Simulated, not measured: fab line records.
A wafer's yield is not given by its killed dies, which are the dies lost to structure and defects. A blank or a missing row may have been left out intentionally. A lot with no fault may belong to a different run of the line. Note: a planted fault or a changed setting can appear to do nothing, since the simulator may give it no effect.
Chamber matching + flow sky130 + SKY_VIA3_STRIP_17 on wet bench-03: 3 sister chambers
The step strips in post etch residue remover, time 1200 s. 6 wafers are shown with their chamber, then 7 later ones without.

## WAFERS WITH THEIR CHAMBER
| wafer  | chamber | bath heat duty pct (%) |
|--------|---------|------------------------|
| L776.3 | 2       | 17.0                   |
| L776.5 | 2       | 15.3                   |
| L775.3 | 0       | 17.0                   |
| L775.6 | 0       | 16.2                   |
| L783.1 | 3       | 13.6                   |
| L783.3 | 3       | 14.2                   |

## WAFERS WITH NO CHAMBER GIVEN
| wafer  | bath heat duty pct (%) |
|--------|------------------------|
| L783.6 | 14.0                   |
| L786.2 | 17.4                   |
| L786.3 | 16.9                   |
| L786.4 | 16.2                   |
| L788.2 | 14.2                   |
| L788.4 | 13.3                   |
| L788.5 | 12.4                   |

## THE CHAMBER EACH PASSED THROUGH
| wafer  | from the rows above     | in truth |
|--------|-------------------------|----------|
| L783.6 | 3                       | 3        |
| L786.2 | can't be placed: 0 or 2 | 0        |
| L786.3 | can't be placed: 0 or 2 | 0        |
| L786.4 | can't be placed: 2 or 0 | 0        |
| L788.2 | 3                       | 3        |
| L788.4 | 3                       | 3        |
| L788.5 | 3                       | 3        |
Correctly placed: 4 of 7. Cannot be placed on the basis of these rows: 3; the candidates contain the true chamber in 3. 0 placed wrongly.
How it was worked out, from the rows above alone: a wafer's distance from a chamber is the root of the sum, over the readings, of the square of ((its reading less the chamber's mean) divided by the reading's scatter). The wafer belongs to the nearest chamber; if the next one is less than 2 further off, it can't be placed. A chamber's mean is the mean of its shown wafers. How the scatter is found: for the shown wafers, subtract from each reading the mean of its chamber, square and add these, divide the total by (wafers less chambers), then take the root.
